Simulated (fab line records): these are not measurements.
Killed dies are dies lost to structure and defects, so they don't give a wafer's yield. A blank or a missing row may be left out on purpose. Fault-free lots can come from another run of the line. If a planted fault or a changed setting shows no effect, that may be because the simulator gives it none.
Check of tool commonality + flow gf180mcu + Lots sampled 13, wafers sampled 39

## REASON IT WAS OPENED
At GF_VT_IMPLANT_RS_MEAS_49 the reading MVPSD_RS is flagged on 2 of 13 lots. No-fault wafers: 1169.1 ohm/sq, standard deviation 2.2.
Rule: a lot gets a flag if all its wafers with a number sit over 4 standard deviations from that mean, or if no wafer of it has a number. The other lots count as sound.

| lot  | measured     | on            | MVPSD_RS (ohm/sq), wafer by wafer | flag    |
|------|--------------|---------------|-----------------------------------|---------|
| L332 | day 8 01:00  | film_metro-02 | 1171.1 1167.7 1168.8              |         |
| L333 | day 8 05:04  | film_metro-03 | 1169.4 1168.5 1170.6              |         |
| L334 | day 8 13:11  | film_metro-03 | 1169.6 1168.3 1166.3              |         |
| L335 | day 8 17:22  | film_metro-01 | 1172.8 1171.4 1173.0              |         |
| L340 | day 10 01:55 | film_metro-01 | 1184.0 1185.6 1190.4              | FLAGGED |
| L341 | day 10 08:09 | film_metro-02 | 1189.6 1190.8 1189.8              | FLAGGED |
| L342 | day 10 13:56 | film_metro-01 | 1169.6 1169.2 1170.0              |         |
| L345 | day 11 09:38 | film_metro-02 | 1168.3 1169.4 1167.4              |         |
| L347 | day 12 01:37 | film_metro-01 | 1168.5 1165.8 1165.4              |         |
| L350 | day 13 02:43 | film_metro-03 | 1170.5 1166.7 1167.2              |         |
| L352 | day 13 11:33 | film_metro-01 | 1170.2 1170.8 1168.0              |         |
| L353 | day 13 17:19 | film_metro-02 | 1169.1 1171.8 1168.4              |         |
| L354 | day 14 03:56 | film_metro-03 | 1173.5 1175.1 1173.5              |         |
Average over the flagged lots: 1188.4 ohm/sq; offset from the usual +19.3 ohm/sq, equal to +9 standard deviations.

## TOOL THAT RAN EACH LOT
2 process steps preceding the reading are held in the record, out of 602 steps in the route. Cell contents, in order: the tool; ch with the chambers the sampled wafers went through; the start.
| lot  | flag    | GF_NWELL_STRIP_10                   | GF_MVPSD_IMPLANT_09             |
|------|---------|-------------------------------------|---------------------------------|
| L332 |         | plasma_asher-02 ch 0,1, day 3 16:07 | implanter-02 ch 0, day 5 10:45  |
| L333 |         | plasma_asher-04 ch 0,1, day 3 19:38 | implanter-04 ch 0, day 5 13:38  |
| L334 |         | plasma_asher-01 ch 0,1, day 4 00:06 | implanter-01 ch 0, day 5 22:25  |
| L335 |         | plasma_asher-01 ch 0,1, day 4 05:14 | implanter-04 ch 0, day 6 01:17  |
| L340 | FLAGGED | plasma_asher-04 ch 0,1, day 5 10:09 | implanter-04 ch 0, day 7 07:32  |
| L341 | FLAGGED | plasma_asher-04 ch 0,1, day 5 14:06 | implanter-04 ch 0, day 7 11:46  |
| L342 |         | plasma_asher-04 ch 1, day 5 18:26   | implanter-02 ch 0, day 7 16:23  |
| L345 |         | plasma_asher-01 ch 0,1, day 6 10:11 | implanter-02 ch 0, day 8 10:26  |
| L347 |         | plasma_asher-01 ch 0,1, day 6 23:00 | implanter-01 ch 0, day 9 00:21  |
| L350 |         | plasma_asher-01 ch 0,1, day 7 18:20 | implanter-02 ch 0, day 9 21:44  |
| L352 |         | plasma_asher-02 ch 0,1, day 8 02:54 | implanter-02 ch 0, day 10 06:25 |
| L353 |         | plasma_asher-01 ch 0,1, day 8 07:15 | implanter-01 ch 0, day 10 10:43 |
| L354 |         | plasma_asher-02 ch 0,1, day 8 15:50 | implanter-01 ch 0, day 10 20:40 |
What the steps here do:
- GF_NWELL_STRIP_10: strips in O2/N2.
- GF_MVPSD_IMPLANT_09
- GF_VT_IMPLANT_RS_MEAS_49: measures by four-point-probe.

## FLAGGED AGAINST TOTAL, ONE TOOL AT A TIME (gauges that did the reading follow at the end)
| step                     | tool            | lots run | flagged | share of the flagged lots | sound lots run after its first flagged lot |
|--------------------------|-----------------|----------|---------|---------------------------|--------------------------------------------|
| GF_NWELL_STRIP_10        | plasma_asher-01 | 6        | 0       | none                      | -                                          |
| GF_NWELL_STRIP_10        | plasma_asher-02 | 3        | 0       | none                      | -                                          |
| GF_NWELL_STRIP_10        | plasma_asher-04 | 4        | 2       | all                       | 1 (L342)                                   |
| GF_MVPSD_IMPLANT_09      | implanter-01    | 4        | 0       | none                      | -                                          |
| GF_MVPSD_IMPLANT_09      | implanter-02    | 5        | 0       | none                      | -                                          |
| GF_MVPSD_IMPLANT_09      | implanter-04    | 4        | 2       | all                       | 0                                          |
| GF_VT_IMPLANT_RS_MEAS_49 | film_metro-01   | 5        | 1       | some                      | 3 (L342,L347,L352)                         |
| GF_VT_IMPLANT_RS_MEAS_49 | film_metro-02   | 4        | 1       | some                      | 2 (L345,L353)                              |
| GF_VT_IMPLANT_RS_MEAS_49 | film_metro-03   | 4        | 0       | none                      | -                                          |

## WHAT THE TABLE ALLOWS
Rows of the table that ran all the flagged lots, 2 in number: plasma_asher-04 at GF_NWELL_STRIP_10; implanter-04 at GF_MVPSD_IMPLANT_09.
- plasma_asher-04 at GF_NWELL_STRIP_10: 2 of its 4 lots flagged. After the first flagged lot (L342), sound lots still ran on it; a lasting fault on the whole tool would not permit that.
- implanter-04 at GF_MVPSD_IMPLANT_09: 2 of its 4 lots flagged. It ran its last sound lot, L335, at day 6 01:17 and its first flagged lot, L340, at day 7 07:32: a fault with its onset between the two fits. Its own readings (dose_ions_cm2) fall more than 4 standard deviations out on all wafers of the flagged lots.
Just one tool remains: implanter-04 at GF_MVPSD_IMPLANT_09.

## WHAT WAS PUT IN BY THE SIMULATOR
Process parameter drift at GF_MVPSD_IMPLANT_09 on implanter-04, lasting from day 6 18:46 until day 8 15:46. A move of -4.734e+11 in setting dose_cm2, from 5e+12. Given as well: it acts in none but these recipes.
Struck lots among those shown: L340, L341. The same result came from the rule above.
